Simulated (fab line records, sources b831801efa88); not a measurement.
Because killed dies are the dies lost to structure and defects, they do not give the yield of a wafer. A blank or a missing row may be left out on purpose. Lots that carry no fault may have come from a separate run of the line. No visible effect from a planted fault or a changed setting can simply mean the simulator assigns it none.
Which tool is to blame? + flow gf180mcu + Sampling: 6 lots, 18 wafers, 2 of 602 route steps

WHAT EACH GAUGE READ, for each wafer
GF_M3_RS_MEAS_05: the measuring method here is four-point-probe.
| lot  | measured     | on            | M3_ALCU_RS (ohm/sq)  |
|------|--------------|---------------|----------------------|
| L438 | day 21 04:08 | film metro-04 | 0.0701 0.0694 0.0693 |
| L446 | day 24 02:56 | film metro-04 | 7.3162 7.3271 7.3010 |
| L449 | day 25 01:44 | film metro-04 | 0.0687 0.0696 0.0699 |
| L453 | day 28 22:20 | film metro-01 | 0.0693 0.0689 0.0701 |
| L457 | day 27 08:15 | film metro-02 | 0.0691 0.0699 0.0704 |
| L459 | day 28 05:50 | film metro-02 | 0.0695 0.0688 0.0699 |

EACH LOT AND THE TOOL THAT RAN IT (in order: tool; ch and the chambers of the sampled wafers; start)
| lot  | GF_M3_SPUTTER_02             |
|------|------------------------------|
| L438 | pvd sputter-04, day 21 04:02 |
| L446 | pvd sputter-04, day 24 02:50 |
| L449 | pvd sputter-03, day 25 01:37 |
| L453 | pvd sputter-02, day 28 22:15 |
| L457 | pvd sputter-03, day 27 08:10 |
| L459 | pvd sputter-04, day 28 05:44 |
- GF_M3_SPUTTER_02: material AlCu, target thk 450 nm, time 23.9 s.

THE ANSWER, worked out from the rows above alone
Rule: what is usual is taken from the lots themselves. Put in order of their means at a reading, lots are off if they are a third of the lots or fewer, leave a main group of 4 or more, and stand apart from it by a gap of 3 or more times the standard deviation of the main group's means; of several such gaps the widest counts. Not used: any main group whose means are identical at the precision the tables above print for the reading. Also off: a lot with no number at a reading for which 4 or more lots have one. Any other lot the step has rows for is counted as sound.
Off: L446, at GF_M3_RS_MEAS_05 (M3_ALCU_RS). The main group has a mean of 0.0695 ohm/sq with a standard deviation of 0.00016.
If a tool, at a process step before that reading, ran all the lots that are off and no sound lot after the first of them, it fits. The gauges at GF_M3_RS_MEAS_05 are tried like those tools. None of those tried fits.

WHAT THE SIMULATOR HAD INSERTED
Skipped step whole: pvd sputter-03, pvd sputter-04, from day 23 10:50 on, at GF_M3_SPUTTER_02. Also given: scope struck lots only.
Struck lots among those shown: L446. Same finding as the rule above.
